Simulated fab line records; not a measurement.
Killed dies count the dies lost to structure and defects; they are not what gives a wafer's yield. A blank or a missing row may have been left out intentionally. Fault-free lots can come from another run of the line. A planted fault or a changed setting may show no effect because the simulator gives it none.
Which tool did it?    flow sky130    39 wafers from 13 lots sampled at 5 of the route's 708 steps

== WHAT THE GAUGES READ, wafer by wafer ==
SKY_NWELL_OVL_MEAS_23. Usual: NWELL_01_OVL -0.5 nm, standard deviation 1.9.
lot   measured      on          NWELL_01_OVL (nm)  flag
L666  day 5 20:14   overlay-01  -0.2 0.3 0.0       
L665  day 5 20:56   overlay-02  -1.3 -2.0 -2.5     
L667  day 6 04:45   overlay-01  -2.7 -1.3 -4.2     
L669  day 6 14:32   overlay-02  -2.8 -3.7 -3.8     
L670  day 6 15:11   overlay-01  0.3 0.4 -0.4       
L671  day 7 01:00   overlay-01  0.1 1.1 1.5        
L673  day 7 12:56   overlay-02  -1.3 -1.3 -0.5     
L674  day 7 17:27   overlay-01  -0.8 0.4 1.4       
L675  day 7 23:54   overlay-02  -1.0 -1.2 -1.1     
L676  day 8 06:29   overlay-01  1.5 2.0 1.7        
L685  day 10 18:56  overlay-01  -1.9 -0.5 -1.3     
L686  day 10 23:50  overlay-02  -0.3 0.5 -0.3      
L687  day 11 02:32  overlay-01  3.9 3.6 4.1        

SKY_VT_ADJUST_NCORE_TW_MEAS_11. Usual: VT_ADJUST_NCORE_TW 215.5, standard deviation 0.94.
lot   measured      on             VT_ADJUST_NCORE_TW  flag
L666  day 9 07:24   film_metro-04  216.5 215.8 216.2   
L665  day 9 07:39   film_metro-04  215.9 216.6 215.4   
L667  day 9 15:54   film_metro-03  214.9 215.7 214.6   
L669  day 10 04:05  film_metro-01  216.9 217.6 215.4   
L670  day 10 04:20  film_metro-04  215.6 216.8 216.7   
L671  day 10 17:40  film_metro-01  215.9 214.9 215.9   
L673  day 11 06:12  film_metro-01  214.8 215.5 214.6   
L674  day 11 12:06  film_metro-01  215.1 215.4 215.0   
L675  day 11 19:42  film_metro-03  213.9 213.0 214.5   
L676  day 12 04:22  film_metro-01  214.6 215.1 214.8   
L685  day 15 00:29  film_metro-01  221.9 223.5 221.7   OFF
L686  day 15 06:10  film_metro-01  222.0 222.6 220.9   OFF
L687  day 15 08:22  film_metro-01  215.7 214.1 213.0   

SKY_VT_ADJUST_HVTR_CD_MEAS_07: target cd 380 nm. Usual: cd_nm reads 380.6 nm (standard deviation 2.8).
lot   measured      on         cd_nm (nm)         flag
L666  day 10 05:46  cd_sem-01  379.8 378.5 377.4  
L665  day 10 06:04  cd_sem-02  382.4 385.8 385.2  
L667  day 10 14:43  cd_sem-01  377.1 375.0 377.9  
L669  day 11 03:23  cd_sem-02  376.4 377.8 375.1  
L670  day 11 03:29  cd_sem-01  382.6 380.0 383.8  
L671  day 11 17:23  cd_sem-01  378.3 379.9 381.3  
L673  day 12 06:52  cd_sem-01  379.5 381.4 378.5  
L674  day 12 12:22  cd_sem-02  379.7 383.3 382.9  
L675  day 12 20:19  cd_sem-02  383.6 383.8 381.5  
L676  day 13 04:38  cd_sem-02  378.9 381.3 380.4  
L685  day 16 04:49  cd_sem-02  378.8 380.3 380.2  
L686  day 16 10:17  cd_sem-01  384.2 380.6 380.9  
L687  day 16 11:47  cd_sem-02  380.0 380.0 380.2  

SKY_VT_ADJUST_HVTR_OVL_MEAS_08. Usual: VT_ADJUST_HVTR_OVL 0.9 nm, standard deviation 1.3.
lot   measured      on          VT_ADJUST_HVTR_OVL (nm)  flag
L666  day 10 05:52  overlay-01  2.1 1.4 3.1              
L665  day 10 06:10  overlay-02  -0.4 1.1 0.8             
L667  day 10 14:49  overlay-02  -1.4 0.7 -0.2            
L669  day 11 03:31  overlay-02  -0.9 -1.7 -1.4           
L670  day 11 03:37  overlay-02  1.1 1.2 1.1              
L671  day 11 17:28  overlay-02  1.0 0.6 -0.1             
L673  day 12 06:58  overlay-01  2.6 1.4 2.6              
L674  day 12 12:28  overlay-01  -0.1 2.1 2.4             
L675  day 12 20:25  overlay-02  -1.1 -1.8 -0.8           
L676  day 13 04:46  overlay-01  -0.3 0.2 0.4             
L685  day 16 04:55  overlay-02  -1.0 -0.2 0.2            
L686  day 16 10:25  overlay-01  1.5 1.1 1.5              
L687  day 16 11:55  overlay-02  0.6 1.4 0.9              

== WHAT TOOL EACH LOT RAN ON (gives the tool, then ch and the chambers of the sampled wafers, and finally the start) ==
lot   SKY_VT_ADJUST_NCORE_IMPLANT_09
L666  implanter-01 ch 0, day 9 07:10
L665  implanter-02 ch 0, day 9 07:25
L667  implanter-01 ch 0, day 9 15:40
L669  implanter-03 ch 0, day 10 03:50
L670  implanter-01 ch 0, day 10 04:05
L671  implanter-03 ch 0, day 10 17:26
L673  implanter-03 ch 0, day 11 05:58
L674  implanter-03 ch 0, day 11 11:52
L675  implanter-02 ch 0, day 11 19:28
L676  implanter-01 ch 0, day 12 04:07
L685  implanter-02 ch 0, day 15 00:15
L686  implanter-02 ch 0, day 15 05:55
L687  implanter-03 ch 0, day 15 08:07
- SKY_VT_ADJUST_NCORE_IMPLANT_09

== AS READ BY THE TOOLS THEMSELVES (means over the sampled wafers that have a number; for cases with no such wafer, the mark the record gives instead) ==
SKY_VT_ADJUST_NCORE_IMPLANT_09. Usual: dose_ions_cm2 2.3996e+12, standard deviation 2.5e+09; faraday_current_uA 13.6, standard deviation 0.3.
lot   tool          dose_ions_cm2  faraday_current_uA  flag
L666  implanter-01  2.3981e+12     13.6                
L665  implanter-02  2.3988e+12     13.7                
L667  implanter-01  2.3994e+12     13.4                
L669  implanter-03  2.4022e+12     13.6                
L670  implanter-01  2.4026e+12     13.7                
L671  implanter-03  2.3990e+12     13.3                
L673  implanter-03  2.3971e+12     13.4                
L674  implanter-03  2.3974e+12     13.6                
L675  implanter-02  2.4012e+12     13.7                
L676  implanter-01  2.3974e+12     13.6                
L685  implanter-02  2.6867e+12     15.1                OFF
L686  implanter-02  2.6865e+12     15.4                OFF
L687  implanter-03  2.3972e+12     13.5                

== THE ANSWER, worked out from the rows above alone ==
Rule: take the mean of a lot's wafers that have a number; if it is more than 3 standard deviations from the usual mean, the lot is off. Also off: a lot with no number at a reading for which 4 or more lots have one. Where the step has rows for the other lots, those lots are counted as sound. Order of review: gauges by route order, followed by the tools' own readings, for which a lot's mean as printed above is used. The first step at which some lot is off is used, and at that step the reading that is off furthest; a lot without a number counts as furthest.
Off: at SKY_VT_ADJUST_NCORE_TW_MEAS_11 (VT_ADJUST_NCORE_TW), L685, L686.
A tool fits if, at a process step before that reading, it ran every lot that is off, and no sound lot after the first of them. Not tried: the gauges at SKY_VT_ADJUST_NCORE_TW_MEAS_11; whatever is off there is also off at SKY_VT_ADJUST_NCORE_IMPLANT_09, on other tools, and gauge error can't account for it. One fits: implanter-02 at SKY_VT_ADJUST_NCORE_IMPLANT_09. Its last sound lot is L675 (day 11 19:28), its first lot that is off L685 (day 15 00:15): a fault that began between those two fits.
The tool's own readings at SKY_VT_ADJUST_NCORE_IMPLANT_09 bear it out: on the lots that are off they differ by more than 5 times the standard deviation of the sound lots' means. dose_ions_cm2 reads 2.6866e+12 there against 2.3991e+12 on the sound lots; faraday_current_uA reads 15.2 there against 13.6 on the sound lots.

== WHAT THE SIMULATOR HAD PUT IN ==
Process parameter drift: implanter-02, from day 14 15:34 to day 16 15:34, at SKY_VT_ADJUST_NCORE_IMPLANT_09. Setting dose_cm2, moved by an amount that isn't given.
Lots struck among those shown: L685, L686. The rule above reached the same finding.
